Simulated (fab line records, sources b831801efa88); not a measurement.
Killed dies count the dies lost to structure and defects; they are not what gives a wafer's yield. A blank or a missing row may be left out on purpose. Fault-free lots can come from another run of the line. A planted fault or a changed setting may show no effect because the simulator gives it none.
Chamber matching :: flow gf180mcu :: cmp-02 running GF_V5_CMP_04: 4 sister chambers
The step polishes SiO2. 4 wafers are shown with their chamber, then 12 later ones without.

== WAFERS WITH THEIR CHAMBER ==
wafer: L089.1
chamber: 1
motor_current_A (A): 12.1

wafer: L090.3
chamber: 0
motor_current_A (A): 12.1

wafer: L090.5
chamber: 3
motor_current_A (A): 12.6

wafer: L090.6
chamber: 2
motor_current_A (A): 12.4

== WAFERS WITHOUT THEIR CHAMBER ==
wafer: L091.1
motor_current_A (A): 13.8

wafer: L091.2
motor_current_A (A): 12.9

wafer: L091.3
motor_current_A (A): 11.5

wafer: L093.1
motor_current_A (A): 13.0

wafer: L093.3
motor_current_A (A): 12.1

wafer: L093.5
motor_current_A (A): 12.1

wafer: L095.2
motor_current_A (A): 12.8

wafer: L095.3
motor_current_A (A): 12.0

wafer: L095.5
motor_current_A (A): 13.0

wafer: L096.1
motor_current_A (A): 12.5

wafer: L096.3
motor_current_A (A): 11.9

wafer: L096.5
motor_current_A (A): 11.7

== WHICH CHAMBER EACH ONE RAN IN ==
wafer: L091.1
from the rows above: can't be placed: 3 or 2 or 0 or 1
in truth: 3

wafer: L091.2
from the rows above: can't be placed: 3 or 2 or 0 or 1
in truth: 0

wafer: L091.3
from the rows above: can't be placed: 0 or 1 or 2 or 3
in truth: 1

wafer: L093.1
from the rows above: can't be placed: 3 or 2 or 0 or 1
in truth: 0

wafer: L093.3
from the rows above: can't be placed: 0 or 1 or 2 or 3
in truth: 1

wafer: L093.5
from the rows above: can't be placed: 0 or 1 or 2 or 3
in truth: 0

wafer: L095.2
from the rows above: can't be placed: 3 or 2 or 0 or 1
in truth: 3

wafer: L095.3
from the rows above: can't be placed: 0 or 1 or 2 or 3
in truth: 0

wafer: L095.5
from the rows above: can't be placed: 3 or 2 or 0 or 1
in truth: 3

wafer: L096.1
from the rows above: can't be placed: 2 or 3 or 0 or 1
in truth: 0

wafer: L096.3
from the rows above: can't be placed: 0 or 1 or 2 or 3
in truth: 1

wafer: L096.5
from the rows above: can't be placed: 0 or 1 or 2 or 3
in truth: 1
Correct placement for 0 of the 12. Cannot be placed on the basis of these rows: 12; the candidates contain the true chamber in 12. Placed wrongly: 0.
How it was worked out, from the rows above alone: a wafer's distance from a chamber is the root of the sum, over the readings, of the square of ((its reading less the chamber's mean) divided by the reading's scatter). The wafer belongs to the nearest chamber; if the next one is less than 2 further off, it can't be placed. For every chamber, the mean is computed from those of its wafers that are shown. The scatter: root of mean squared gap, hidden wafer to nearest shown wafer, with one shown wafer a chamber.
